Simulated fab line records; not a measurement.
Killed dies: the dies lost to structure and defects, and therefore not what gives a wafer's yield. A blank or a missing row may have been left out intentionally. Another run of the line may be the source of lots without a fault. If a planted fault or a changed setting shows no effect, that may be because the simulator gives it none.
A lot that was struck, set against a sound lot    flow sky130    30 out of 708 route steps
Sound: these wafers, L766.1, L766.2, L766.5. Wafers struck: L753.2, L753.3, L753.6. The cause is given at the end.
At each step with rows: each side's tool, then ch and its chambers, then its first start. Under that, the readings that differ: sound wafers    struck wafers    difference of the means    sigmas: that difference in standard deviations of wafers without a fault.
alike: same words and numbers on both sides, and readings whose means sit less than 2 such deviations apart. not compared: any withheld reading, any reading some wafer has no value for, any bound like >300 that may hide the same value, and any number with overlapping values for which the record gives no deviation.
The two part at a step that has a row with sigmas, a row that says differs or no value, or rows on one side only. When numbers do not overlap yet have no deviation, they are printed without sigmas and do not part them. A reading that every wafer of one side lacks parts them only if that side has two wafers or more.

SKY_PWDE_STRIP_09: strips in O2/N2.
  sound on plasmaAsher-03 ch 0,1, day 8 00:44; struck on plasmaAsher-03 ch 0, day 5 08:56
  alike: drypumpMotorCurrentA, oesProductAu, stripTimeToEndpointS
  not compared: rfHoursCounterH
SKY_PWDE_TW_MEAS_10:
  sound on filmMetro-04, day 8 00:51; struck on filmMetro-04, day 5 09:03
  alike: PWDE_TW
then, 7 steps without rows for these wafers: SKY_NWELL_DEHYDRATE_03 (time 60 s); SKY_NWELL_HMDS_04 (prime time 60 s); SKY_NWELL_COAT_05 (resist thk 3000 nm); SKY_NWELL_SOFTBAKE_06; SKY_NWELL_EXPOSE_07 (exposes mask NWM, target cd 840 nm); SKY_NWELL_PEB_08; SKY_NWELL_DEVELOP_09 (develop time 60 s).
SKY_NWELL_OVL_MEAS_10:
  sound on overlay-01, day 8 20:36; struck on overlay-01, day 6 02:17
  alike: NWELL_00_OVL
then, 2 steps without rows for these wafers: SKY_NWELL_IMPLANT_11; SKY_NWELL_IMPLANT_12.
SKY_NWELL_IMPLANT_13:
  sound on implanter-02 ch 0, day 8 20:56; struck on implanter-01 ch 0, day 6 02:58
SKY_NWELL_STRIP_14: strips in O2/N2.
  sound on plasmaAsher-01 ch 0,1, day 8 21:05; struck on plasmaAsher-01 ch 0,1, day 6 03:05
  alike: drypumpMotorCurrentA, oesProductAu, stripTimeToEndpointS
  not compared: rfHoursCounterH
SKY_NWELL_TW_MEAS_15:
  sound on filmMetro-01, day 8 21:11; struck on filmMetro-01, day 6 03:11
  alike: NWELL_TW
then, 7 steps without rows for these wafers: SKY_NWELL_DEHYDRATE_16 (time 60 s); SKY_NWELL_HMDS_17 (prime time 60 s); SKY_NWELL_COAT_18 (resist thk 3000 nm); SKY_NWELL_SOFTBAKE_19; SKY_NWELL_EXPOSE_20 (exposes mask NWM COMPLEMENT, target cd 840 nm); SKY_NWELL_PEB_21; SKY_NWELL_DEVELOP_22 (develop time 60 s).
SKY_NWELL_OVL_MEAS_23:
  sound on overlay-01, day 9 18:42; struck on overlay-02, day 6 20:55
  alike: NWELL_01_OVL
following that, these wafers have no rows for 1 step: SKY_NWELL_IMPLANT_24.
SKY_NWELL_STRIP_25: strips in O2/N2.
  sound on plasmaAsher-01 ch 0,1, day 9 18:53; struck on plasmaAsher-01 ch 0,1, day 6 21:06
  alike: drypumpMotorCurrentA, oesProductAu, stripTimeToEndpointS
  not compared: rfHoursCounterH
SKY_NWELL_TW_MEAS_26:
  sound on filmMetro-02, day 9 18:59; struck on filmMetro-01, day 6 21:13
reading     sound        struck       difference  sigmas
NWELL_2_TW  502 499 500  513 510 515  +12         +2
then, 1 step without rows for these wafers: SKY_NWELL_CLEAN_27 (cleans in SC1/SC2, time 150 s).
SKY_NWELL_RTA_28: time 30 s.
  sound on rtpAnneal-01 ch 0, day 9 19:06; struck on rtpAnneal-02 ch 0, day 6 21:20
  alike: lampPowerPct, rampDownCPerS, wafer_temp_C_max
SKY_NWELL_RS_MEAS_29: a four-point-probe measurement.
  sound on filmMetro-01, day 9 19:12; struck on filmMetro-02, day 6 21:47
reading            sound              struck             difference  sigmas
NWELL_RS (ohm/sq)  620.0 620.0 620.4  605.9 604.1 605.6  -14.9       -9
-- the record jumps here: 41 days lie between the struck wafers' starts before and after (it left off in module NWELL and takes up again in module PAD_OPEN, whose first step shown is number 708 of the route) --
SKY_PAD_OPEN_PROBE_99:
  sound on prober-01, day 49 22:43; struck on prober-02, day 47 13:45
reading                              sound                          struck                         difference  sigmas
model.etest.nfet_16v.rOnOhmUm        1.41e+04 1.403e+04 1.42e+04    1.327e+04 1.333e+04 1.334e+04  -7.967e+02  
model.etest.pfet_16v.rOnOhmUm        1.565e+04 1.569e+04 1.569e+04  1.683e+04 1.687e+04 1.677e+04  +1.147e+03  
model.etest.pfetG5v0d10v5.rOnOhmUm   4728 4720 4711                 5007 5079 5081                 +336        
model.etest.tipP.rsOhmSq             6972 6965 6972                 7097 7053 7093                 +111        
model.etest.tip_p_5v.rsOhmSq         2905 2914 2894                 2998 3031 3012                 +109        
model.etest.pfet_01v8.rOnOhmUm       2879 2952 2906                 3001 2987 3014                 +88         
model.etest.pfetG5v0d10v5.driveUaUm  345.3 345.6 340                320.7 314 316                  -26.7       
model.etest.pfet_01v8_lvt.driveUaUm  173.1 173.4 173.8              150.6 151.1 150                -22.9       
  alike: killed_at_M0_to_M3, killed_at_M4_up, killedAtContacts, killedAtFrontEnd, killedAtOther, killedDies, killedOpen, killedShort

== WHERE THEY PART ==
Earliest at SKY_NWELL_TW_MEAS_26; latest, in this record, at SKY_NWELL_RS_MEAS_29. Later steps at which nothing parts them and some readings are alike: SKY_PAD_OPEN_PROBE_99.

WHY: what had been put in by the simulator
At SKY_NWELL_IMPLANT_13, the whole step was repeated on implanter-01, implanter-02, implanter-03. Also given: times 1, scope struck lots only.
